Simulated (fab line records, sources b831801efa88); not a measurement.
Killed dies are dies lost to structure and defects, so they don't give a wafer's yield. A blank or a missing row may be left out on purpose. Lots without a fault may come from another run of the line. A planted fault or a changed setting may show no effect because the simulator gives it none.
A struck lot beside a sound one | flow sfq_line | 41 steps out of a route of 325
Sound: wafers L779.3, L779.4, L779.5. Struck: wafers L770.4, L770.6. (L770.3 of the same lot was not struck and is left out.) The cause comes at the end.
At each step with rows: each side's tool, then ch and its chambers, then its first start. Under that, the readings that differ: sound wafers | struck wafers | difference of the means | sigmas: that difference in standard deviations of wafers without a fault.
alike: readings whose means differ by less than 2 such deviations, and words and numbers that are the same on both sides. not compared: withheld readings, readings that some wafer has no value for, bounds like >300 that may hide the same value, and numbers for which the record gives no deviation and whose values overlap.
The two part at a step that has a row with sigmas, a row that says differs or no value, or rows on one side only. Numbers that don't overlap but have no deviation are shown without sigmas and don't part them. A reading that every wafer of one side lacks parts them only if that side has two wafers or more.

first, 3 steps without rows for these wafers: SFQ_TRILAYER_I4_VIA_LITHO_EXPOSE_104 (exposes mask I4, target cd 700 nm); SFQ_TRILAYER_I4_VIA_LITHO_PEB_106 (peb time 60 s); SFQ_TRILAYER_I4_VIA_LITHO_DEVELOP_105 (time 60 s).
SFQ_I4_OVL_MEAS_928:
  sound on overlay-02, day 60 00:23; struck on overlay-02, day 51 23:37
  alike: I4_OVL
then, 6 steps without rows for these wafers: SFQ_TRILAYER_I4_VIA_BARC_OPEN_VIA_ETCH_146 (etches BARC in O2, target depth 125 nm, time 41.7 s); SFQ_TRILAYER_I4_VIA_ETCH_VIA_ETCH_106 (etches SiO2 in CHF3, stops on Nb, target depth 260 nm); SFQ_TRILAYER_I4_VIA_STRIP_STRIP_107 (strips in O2); SFQ_TRILAYER_I4_VIA_STRIP_SOLV_CLEAN_108 (cleans in NMP, time 600 s); SFQ_TRILAYER_JJ_TRILAYER_DEP_PRE_CLEAN_113 (time 22.5 s); SFQ_TRILAYER_JJ_TRILAYER_DEP_SPUTTER_109 (material Nb, target thk 150 nm, time 100 s).
SFQ_TRILAYER_JJ_TRILAYER_DEP_SPUTTER_110: material Al, target thk 8 nm, time 10 s.
  sound on pvd_sputter-06, day 60 01:26; struck on pvd_sputter-04, day 52 01:27
  alike: throttle_valve_pct
then, 1 step without rows for these wafers: SFQ_TRILAYER_JJ_TRILAYER_DEP_AL_OXIDATION_111 (oxidation time 600 s).
SFQ_TRILAYER_JJ_TRILAYER_DEP_SPUTTER_112: material Nb, target thk 170 nm, time 113.3 s.
  sound on pvd_sputter-06, day 60 02:28; struck on pvd_sputter-04, day 52 02:28
  reading                                                      | sound             | struck      | difference | sigmas
  model.Nb_of_TRILAYER_JJ_TRILAYER_DEP_SPUTTER_112.thk_nm (nm) | 169.1 171.6 169.1 | 250.2 249.5 | +79.9      |
  alike: throttle_valve_pct
SFQ_JJ_RS_MEAS_929: measures by four-point-probe.
  sound on film_metro-04, day 60 02:35; struck on film_metro-02, day 52 02:52
  reading           | sound             | struck      | difference | sigmas
  JJ_NB_RS (ohm/sq) | 1.055 1.040 1.057 | 0.708 0.710 | -0.342     | -20
  not compared: hold
then, 5 steps without rows for these wafers: SFQ_TRILAYER_JJ_CE_LITHO_COAT_114 (resist thk 600 nm); SFQ_TRILAYER_JJ_CE_LITHO_SOFTBAKE_118; SFQ_TRILAYER_JJ_CE_LITHO_EXPOSE_115 (exposes mask J5, target cd 700 nm); SFQ_TRILAYER_JJ_CE_LITHO_PEB_117 (peb time 60 s); SFQ_TRILAYER_JJ_CE_LITHO_DEVELOP_116 (time 60 s).
SFQ_JJ_OVL_MEAS_931:
  sound on overlay-01, day 60 05:21; struck on overlay-01, day 52 17:10
  alike: J5_OVL
then, 1 step without rows for these wafers: SFQ_TRILAYER_JJ_CE_METRO_MEASURE_117.
SFQ_TRILAYER_JJ_CE_BARC_OPEN_RIE_150: chemistry O2, target BARC, target depth 240 nm, time 80 s.
  sound on rie_metal-01 ch 0,1, day 60 06:36; struck on rie_metal-02 ch 0,1, day 52 18:25
  alike: drypump_motor_current_A, oes_product_au
  not compared: rf_hours_counter_h
then, 10 steps without rows for these wafers: SFQ_TRILAYER_JJ_CE_ETCH_RIE_118 (chemistry SF6, target Nb, stops on Al2O3, time 97.7 s, target depth 170 nm); SFQ_TRILAYER_JJ_ANODIZE_ANODIZE_119; SFQ_TRILAYER_JJ_CE_STRIP_STRIP_120 (strips in O2); SFQ_TRILAYER_JJ_CE_STRIP_SOLV_CLEAN_121 (cleans in NMP, time 600 s); SFQ_TRILAYER_M5_LITHO_COAT_128 (resist thk 62 nm); SFQ_TRILAYER_M5_LITHO_COAT_123 (resist thk 600 nm); SFQ_TRILAYER_M5_LITHO_SOFTBAKE_127; SFQ_TRILAYER_M5_LITHO_EXPOSE_124 (exposes mask M5, target cd 700 nm); SFQ_TRILAYER_M5_LITHO_PEB_126 (peb time 60 s); SFQ_TRILAYER_M5_LITHO_DEVELOP_125 (time 60 s).
-- the record jumps here: 5 days lie between the struck wafers' starts before and after --
SFQ_M5_OVL_MEAS_932:
  sound on overlay-01, day 60 11:21; struck on overlay-01, day 58 01:47
  alike: M5_OVL
then, 2 steps without rows for these wafers: SFQ_TRILAYER_M5_BARC_OPEN_METAL_ETCH_161 (etches BARC in O2, target depth 125 nm, time 41.7 s); SFQ_TRILAYER_M5_ETCH_METAL_ETCH_126 (etches Nb in Cl2/BCl3, stops on SiO2, time 203.2 s, target depth 265 nm).
SFQ_TRILAYER_M5_STRIP_STRIP_127: strips in O2.
  sound on rie_metal-04 ch 0,1, day 60 11:50; struck on rie_metal-03 ch 1, day 58 02:16
  reading               | sound             | struck      | difference | sigmas
  oes_product_au (a.u.) | 1.013 1.020 1.001 | 0.990 0.991 | -0.021     | -2
  alike: drypump_motor_current_A
  not compared: rf_hours_counter_h
then, 1 step without rows for these wafers: SFQ_TRILAYER_M5_STRIP_SOLV_CLEAN_128 (cleans in NMP, time 600 s).
SFQ_TRILAYER_A5B_DEP_PECVD_129: deposits SiO2 from SiH4/N2O, time 133.33 s, target thk 600 nm.
  sound on pecvd-02 ch 0,1, day 60 12:24; struck on pecvd-03 ch 0,1, day 58 02:50
  alike: heater_power_w, susceptor_temp_C, throttle_valve_pct
SFQ_TRILAYER_A5B_CMP_CMP_130: polishes, stops on Nb, target thk 340.7 nm.
  sound on cmp-01 ch 1,3, day 60 12:59; struck on cmp-01 ch 3, day 58 08:08
  alike: motor_current_A
then, 1 step without rows for these wafers: SFQ_TRILAYER_A5B_METRO_MEASURE_131.
-- the record jumps here: 5 days lie between the struck wafers' starts before and after --
SFQ_TRILAYER_R5_ETCH_METAL_ETCH_139: etches the open film in Cl2, stops on SiO2, target depth 60 nm, time 40 s.
  sound on rie_metal-04 ch 1, day 64 22:59; struck on rie_metal-02 ch 0,1, day 63 09:11
  reading                                                      | sound             | struck      | difference | sigmas
  model.Nb_of_TRILAYER_JJ_TRILAYER_DEP_SPUTTER_112.thk_nm (nm) | 158.9 161.4 158.9 | 240.2 239.5 | +80.1      |
  alike: drypump_motor_current_A, oes_product_au
  not compared: rf_hours_counter_h

WHERE THEY PART
First at SFQ_JJ_RS_MEAS_929; last, within this record, at SFQ_TRILAYER_M5_STRIP_STRIP_127. Later steps at which nothing parts them and some readings are alike: SFQ_TRILAYER_A5B_DEP_PECVD_129, SFQ_TRILAYER_A5B_CMP_CMP_130, SFQ_TRILAYER_R5_ETCH_METAL_ETCH_139.

WHY: what the simulator had put in
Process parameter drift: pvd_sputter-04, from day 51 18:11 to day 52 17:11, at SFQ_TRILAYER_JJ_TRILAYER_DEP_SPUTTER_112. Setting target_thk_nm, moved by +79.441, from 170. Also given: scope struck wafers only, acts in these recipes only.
